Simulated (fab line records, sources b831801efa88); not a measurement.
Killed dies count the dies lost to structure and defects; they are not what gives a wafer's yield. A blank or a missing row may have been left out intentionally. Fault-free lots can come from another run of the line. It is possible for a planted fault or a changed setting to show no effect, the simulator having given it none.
The tool behind it: which one? -- flow gf180mcu -- Sampling: 6 lots, 18 wafers, 3 of 602 route steps

WHAT THE GAUGES READ, wafer by wafer
GF_HV_LDD_TW_MEAS_50.
lot,measured,on,HV_LDD_4_TW
L596,day 13 03:13,film metro-01,563.5 560.1 562.8
L598,day 13 17:50,film metro-02,566.2 563.2 567.5
L606,day 16 12:25,film metro-03,571.3 565.7 565.2
L611,day 18 03:04,film metro-02,567.9 568.4 570.6
L614,day 19 05:01,film metro-02,568.2 569.2 568.5
L616,day 19 22:23,film metro-03,569.5 569.3 571.0

EACH LOT AND THE TOOL THAT RAN IT (in order: tool; ch and the chambers of the sampled wafers; start)
lot,GF_VT_IMPLANT_STRIP_42,GF_HV_LDD_STRIP_49
L596,"plasma asher-01 ch 0,1, day 8 04:47","plasma asher-02 ch 0,1, day 13 03:07"
L598,"plasma asher-01 ch 0,1, day 8 15:41","plasma asher-01 ch 0,1, day 13 17:44"
L606,"plasma asher-02 ch 0,1, day 10 20:29","plasma asher-03 ch 0,1, day 16 12:18"
L611,"plasma asher-01 ch 1, day 12 06:54","plasma asher-02 ch 0,1, day 18 02:58"
L614,"plasma asher-02 ch 0,1, day 13 05:48","plasma asher-02 ch 0,1, day 19 04:54"
L616,"plasma asher-01 ch 0, day 13 21:30","plasma asher-03 ch 0,1, day 19 22:16"
- GF_VT_IMPLANT_STRIP_42: strips in O2/N2.
- GF_HV_LDD_STRIP_49: strips in O2/N2.

THE ANSWER, worked out from the rows above alone
Rule: what is usual is taken from the lots themselves. Put in order of their means at a reading, lots are off if they are a third of the lots or fewer, leave a main group of 4 or more, and stand apart from it by a gap of 3 or more times the standard deviation of the main group's means; of several such gaps the widest counts. A main group is skipped when, at the precision printed for the reading in the tables above, its means are all equal. A lot without any number at a reading at which 4 lots or more have one is off too. The other lots that the step has rows for count as sound.
Nothing can be told from this: no lot is off at any reading shown.

WHAT THE SIMULATOR HAD INSERTED
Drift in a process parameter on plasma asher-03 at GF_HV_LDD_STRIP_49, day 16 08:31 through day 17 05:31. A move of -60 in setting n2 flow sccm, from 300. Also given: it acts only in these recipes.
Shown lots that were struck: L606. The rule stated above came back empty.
